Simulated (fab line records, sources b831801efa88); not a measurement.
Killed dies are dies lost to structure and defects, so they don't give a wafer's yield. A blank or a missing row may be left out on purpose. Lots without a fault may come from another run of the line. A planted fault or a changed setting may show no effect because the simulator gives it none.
Which tool did it? | flow sky130 | 24 lots, 72 wafers sampled, at 5 steps of a route of 708

WHAT THE GAUGES READ, wafer by wafer
SKY_CONTACT_BOW_MEAS_05.
lot  | measured     | on            | CONTACT_BOW (um)
L074 | day 30 16:31 | film_metro-04 | 82 88 88
L075 | day 30 22:20 | film_metro-01 | 82 84 84
L076 | day 31 03:30 | film_metro-03 | 67 74 72
L077 | day 31 10:04 | film_metro-01 | 89 77 78
L078 | day 31 17:26 | film_metro-04 | 80 86 86
L079 | day 32 02:27 | film_metro-03 | 92 89 89
L080 | day 32 11:41 | film_metro-01 | 91 93 87
L081 | day 33 06:22 | film_metro-03 | 92 79 77
L082 | day 33 08:52 | film_metro-03 | 87 89 82
L083 | day 33 10:26 | film_metro-04 | 79 82 83
L084 | day 33 13:17 | film_metro-04 | 78 86 84
L085 | day 34 01:31 | film_metro-04 | 86 79 76
L086 | day 34 09:55 | film_metro-03 | 69 88 84
L087 | day 34 22:31 | film_metro-04 | 98 97 100
L088 | day 35 01:37 | film_metro-03 | 84 76 79
L089 | day 35 06:38 | film_metro-04 | 82 79 77
L090 | day 35 14:28 | film_metro-01 | 100 95 76
L091 | day 36 00:43 | film_metro-03 | 84 75 83
L092 | day 36 07:21 | film_metro-01 | 81 89 81
L093 | day 36 09:37 | film_metro-03 | 76 72 79
L094 | day 36 18:52 | film_metro-03 | 83 89 75
L095 | day 37 03:37 | film_metro-03 | 70 79 84
L096 | day 37 09:15 | film_metro-01 | 75 80 92
L097 | day 37 14:49 | film_metro-01 | 87 79 86

SKY_METAL1_THK_MEAS_06: measures by xrf.
lot  | measured     | on            | METAL1_ALCU_THK (nm)
L074 | day 31 21:49 | film_metro-03 | 252 250 249
L075 | day 32 04:25 | film_metro-02 | 250 249 250
L076 | day 32 08:35 | film_metro-03 | 247 251 250
L077 | day 32 15:22 | film_metro-01 | 245 245 244
L078 | day 32 22:32 | film_metro-02 | 251 252 252
L079 | day 33 06:26 | film_metro-01 | 248 246 249
L080 | day 33 15:19 | film_metro-03 | 252 254 252
L081 | day 34 11:35 | film_metro-01 | 246 250 250
L082 | day 34 13:44 | film_metro-02 | 245 245 241
L083 | day 34 14:37 | film_metro-03 | 252 254 252
L084 | day 34 17:50 | film_metro-02 | 245 245 247
L085 | day 35 05:10 | film_metro-01 | 249 251 249
L086 | day 35 14:40 | film_metro-03 | 250 254 255
L087 | day 36 02:04 | film_metro-03 | 253 252 253
L088 | day 36 05:01 | film_metro-02 | 245 247 241
L089 | day 36 10:53 | film_metro-03 | 253 250 253
L090 | day 36 18:11 | film_metro-02 | 247 248 251
L091 | day 37 04:58 | film_metro-03 | 254 255 252
L092 | day 37 11:11 | film_metro-03 | 251 249 248
L093 | day 37 13:15 | film_metro-02 | 250 251 253
L094 | day 37 22:54 | film_metro-02 | 251 251 250
L095 | day 38 07:58 | film_metro-02 | 249 251 253
L096 | day 38 12:44 | film_metro-02 | 247 246 248
L097 | day 38 19:02 | film_metro-03 | 253 256 254

SKY_VIA3_BOW_MEAS_03.
lot  | measured     | on            | VIA3_BOW (um)
L074 | day 38 21:01 | film_metro-01 | 83 91 88
L075 | day 39 01:40 | film_metro-01 | 73 74 72
L076 | day 39 06:36 | film_metro-04 | 65 70 69
L077 | day 39 11:35 | film_metro-01 | 84 73 74
L078 | day 39 20:02 | film_metro-02 | 81 86 87
L079 | day 40 03:23 | film_metro-02 | 83 84 84
L080 | day 40 11:17 | film_metro-02 | 84 87 79
L081 | day 41 06:17 | film_metro-04 | 88 75 73
L082 | day 41 06:47 | film_metro-01 | 85 88 81
L083 | day 41 07:26 | film_metro-04 | 70 73 74
L084 | day 41 10:04 | film_metro-01 | 76 84 83
L085 | day 41 19:50 | film_metro-02 | 86 79 76
L086 | day 42 03:50 | film_metro-02 | 68 87 82
L087 | day 42 16:23 | film_metro-01 | 101 100 103
L088 | day 42 16:44 | film_metro-02 | 77 67 71
L089 | day 43 00:44 | film_metro-02 | 80 77 76
L090 | day 43 04:52 | film_metro-02 | 100 96 77
L091 | day 43 14:20 | film_metro-02 | 88 79 88
L092 | day 43 21:16 | film_metro-01 | 77 85 75
L093 | day 43 23:20 | film_metro-02 | 73 67 75
L094 | day 44 05:32 | film_metro-01 | 79 83 69
L095 | day 44 14:59 | film_metro-04 | 67 77 81
L096 | day 44 20:29 | film_metro-02 | 75 80 91
L097 | day 45 01:43 | film_metro-04 | 89 82 88

WHICH TOOL RAN EACH LOT (tool, then ch and the chambers of the sampled wafers, then the start)
lot  | SKY_METAL2_SPUTTER_01        | SKY_VIA2_ETCH_15
L074 | pvd_sputter-01, day 34 06:26 | rie_diel-04 ch 0,1,2, day 36 12:50
L075 | pvd_sputter-02, day 34 11:20 | rie_diel-04 ch 0,2,3, day 36 17:42
L076 | pvd_sputter-04, day 34 16:08 | rie_diel-03 ch 0,3, day 36 23:08
L077 | pvd_sputter-04, day 34 23:05 | rie_diel-01 ch 0,2,3, day 37 04:21
L078 | pvd_sputter-01, day 35 06:24 | rie_diel-03 ch 0,1,2, day 37 13:44
L079 | pvd_sputter-01, day 35 14:59 | rie_diel-01 ch 2,3, day 37 21:35
L080 | pvd_sputter-04, day 35 22:56 | rie_diel-03 ch 0,1, day 38 05:59
L081 | pvd_sputter-01, day 36 19:16 | rie_diel-03 ch 0,3, day 39 01:18
L082 | pvd_sputter-04, day 36 21:25 | rie_diel-03 ch 0,2, day 39 02:41
L083 | pvd_sputter-02, day 36 22:02 | rie_diel-04 ch 1,3, day 39 03:15
L084 | pvd_sputter-04, day 37 01:43 | rie_diel-03 ch 1,2, day 39 06:39
L085 | pvd_sputter-01, day 37 11:32 | rie_diel-04 ch 0,2, day 39 15:53
L086 | pvd_sputter-01, day 37 20:56 | rie_diel-01 ch 0,2,3, day 39 23:42
L087 | pvd_sputter-01, day 38 09:17 | rie_diel-04 ch 0,1,2, day 40 12:56
L088 | pvd_sputter-04, day 38 11:07 | rie_diel-01 ch 1,2, day 40 13:38
L089 | pvd_sputter-01, day 38 18:24 | rie_diel-04 ch 0,2,3, day 40 21:47
L090 | pvd_sputter-01, day 39 00:26 | rie_diel-01 ch 0,3, day 41 02:02
L091 | pvd_sputter-02, day 39 11:17 | rie_diel-03 ch 0,1,3, day 41 12:44
L092 | pvd_sputter-04, day 39 16:49 | rie_diel-03 ch 1,3, day 41 18:44
L093 | pvd_sputter-02, day 39 18:46 | rie_diel-01 ch 0,1,2, day 41 21:05
L094 | pvd_sputter-01, day 40 03:16 | rie_diel-01 ch 1,2,3, day 42 05:14
L095 | pvd_sputter-04, day 40 12:15 | rie_diel-04 ch 0,2, day 42 13:59
L096 | pvd_sputter-04, day 40 17:42 | rie_diel-01 ch 0,2, day 42 17:56
L097 | pvd_sputter-04, day 40 23:41 | rie_diel-03 ch 1,2, day 43 01:02
- SKY_METAL2_SPUTTER_01: material TiN, target thk 20 nm, time 16.7 s.
- SKY_VIA2_ETCH_15: etches SiO2 in C4F8/O2/Ar, stops on TiN, target depth 546 nm, time 84 s.

WHAT THE TOOLS THEMSELVES READ (means of the sampled wafers that have a number; where no wafer has one, the mark that the record gives instead)
SKY_METAL2_SPUTTER_01.
lot  | tool           | throttle_valve_pct (%)
L074 | pvd_sputter-01 | 29.3
L075 | pvd_sputter-02 | 30.1
L076 | pvd_sputter-04 | 30.2
L077 | pvd_sputter-04 | 30.3
L078 | pvd_sputter-01 | 29.1
L079 | pvd_sputter-01 | 30.0
L080 | pvd_sputter-04 | 29.6
L081 | pvd_sputter-01 | 29.2
L082 | pvd_sputter-04 | 29.7
L083 | pvd_sputter-02 | 31.3
L084 | pvd_sputter-04 | 29.7
L085 | pvd_sputter-01 | 29.1
L086 | pvd_sputter-01 | 29.1
L087 | pvd_sputter-01 | 29.8
L088 | pvd_sputter-04 | 30.1
L089 | pvd_sputter-01 | 29.9
L090 | pvd_sputter-01 | 30.2
L091 | pvd_sputter-02 | 30.4
L092 | pvd_sputter-04 | 30.0
L093 | pvd_sputter-02 | 30.2
L094 | pvd_sputter-01 | 29.0
L095 | pvd_sputter-04 | 30.0
L096 | pvd_sputter-04 | 29.7
L097 | pvd_sputter-04 | 29.8

SKY_VIA2_ETCH_15.
lot  | tool        | oes_product_au (a.u.)
L074 | rie_diel-04 | 0.936
L075 | rie_diel-04 | 0.936
L076 | rie_diel-03 | 0.938
L077 | rie_diel-01 | 0.940
L078 | rie_diel-03 | 0.943
L079 | rie_diel-01 | 0.942
L080 | rie_diel-03 | 0.944
L081 | rie_diel-03 | 0.942
L082 | rie_diel-03 | 0.943
L083 | rie_diel-04 | 0.938
L084 | rie_diel-03 | 0.941
L085 | rie_diel-04 | 0.938
L086 | rie_diel-01 | 0.944
L087 | rie_diel-04 | 0.938
L088 | rie_diel-01 | 0.942
L089 | rie_diel-04 | 0.938
L090 | rie_diel-01 | 0.940
L091 | rie_diel-03 | 0.940
L092 | rie_diel-03 | 0.938
L093 | rie_diel-01 | 0.938
L094 | rie_diel-01 | 0.942
L095 | rie_diel-04 | 0.942
L096 | rie_diel-01 | 0.939
L097 | rie_diel-03 | 0.934

THE ANSWER, worked out from the rows above alone
Rule: what is usual is taken from the lots themselves. Put in order of their means at a reading, lots are off if they are a third of the lots or fewer, leave a main group of 4 or more, and stand apart from it by a gap of 3 or more times the standard deviation of the main group's means; of several such gaps the widest counts. A main group whose means are all the same, to the digits that the tables above print for the reading, isn't used. A lot without any number at a reading at which 4 lots or more have one is off too. The other lots that the step has rows for count as sound. The gauges are gone through in route order, then the tools' own readings, and for those a lot's mean is taken as printed above. The first step at which some lot is off is used, and at that step the reading that is off furthest; a lot without a number counts as furthest.
No lot is off at any reading shown: from this, nothing can be told.

WHAT THE SIMULATOR HAD PUT IN
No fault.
